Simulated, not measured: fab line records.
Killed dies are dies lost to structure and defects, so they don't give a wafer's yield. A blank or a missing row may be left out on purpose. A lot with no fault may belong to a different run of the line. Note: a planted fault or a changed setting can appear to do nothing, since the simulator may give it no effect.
Comparing a struck lot with a sound one	flow sky130	15 out of 708 route steps
Sound: wafers L751.1, L751.2, L751.4. Wafers L762.3, L762.4, L762.5 were the ones struck. The cause is named last.
Per side, at each step with rows, come the tool, then ch with its chambers, and then its first start. Under that, the readings that differ: sound wafers	struck wafers	difference of the means	sigmas: that difference in standard deviations of wafers without a fault.
alike: words and numbers the same on both sides, and readings whose means are apart by under 2 such deviations; not compared: readings that were withheld, readings missing a value for some wafer, numbers with overlapping values and no deviation given by the record, and bounds like >300 which may hide the same value.
A row with sigmas, a row that says differs or no value, or rows on one side alone: a step with any of these is where the two part. Numbers that have no deviation but don't overlap get no sigmas and don't part them. A reading that every wafer of one side lacks parts them only if that side has two wafers or more.

SKY_POLY_GATE_CD_MEAS_22:
  sound on cdSem-02, day 19 11:20; struck on cdSem-02, day 23 09:43
  alike: cdNm
then, 7 steps without rows for these wafers: SKY_LDD_N_DEHYDRATE_00 (time 60 s); SKY_LDD_N_HMDS_01 (prime time 60 s); SKY_LDD_N_COAT_02 (resist thk 300 nm); SKY_LDD_N_SOFTBAKE_03 (time 60 s); SKY_LDD_N_EXPOSE_04 (exposes mask NTM, target cd 840 nm); SKY_LDD_N_PEB_05; SKY_LDD_N_DEVELOP_06 (develop time 60 s).
SKY_LDD_N_OVL_MEAS_07:
  sound on overlay-02, day 20 18:06; struck on overlay-02, day 24 15:56
  alike: LDD_N_OVL
then, 3 steps without rows for these wafers: SKY_LDD_N_IMPLANT_08; SKY_LDD_N_IMPLANT_09; SKY_LDD_N_IMPLANT_10.
SKY_LDD_N_IMPLANT_11:
  sound on implanter-01 ch 0, day 20 18:35; struck on implanter-01 ch 0, day 24 16:28
reading	sound	struck	difference	sigmas
doseIonsCm2	7.493e+13 7.5e+13 7.497e+13	6.314e+13 6.318e+13 6.332e+13	-1.175e+13	-99 or more
faradayCurrentUA	434 430 428	349 352 360	-77	-9
next, for these wafers, 1 step has no rows: SKY_LDD_N_IMPLANT_12.
-- record jumps: 26 days separate the struck wafers' starts on either side; left off in module LDD_N, taken up again in module PAD_OPEN, whose first shown step is the route's number 708 --
SKY_PAD_OPEN_PROBE_99:
  sound on prober-01, day 47 22:23; struck on prober-02, day 50 05:43
reading	sound	struck	difference	sigmas
model.etest.tipN.rsOhmSq	439.7 436.6 437.1	450.3 449.4 450.7	+12.3	
  alike: killed_at_M0_to_M3, killed_at_M4_up, killedAtContacts, killedAtFrontEnd, killedAtOther, killedDies, killedOpen, killedShort

WHERE THEY PART
At SKY_LDD_N_IMPLANT_11 and nowhere else, as far as this record goes. Later steps at which nothing parts them and some readings are alike: SKY_PAD_OPEN_PROBE_99.

WHY: what the simulator had put in
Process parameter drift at SKY_LDD_N_IMPLANT_11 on implanter-01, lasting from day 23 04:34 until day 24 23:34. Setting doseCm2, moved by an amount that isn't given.
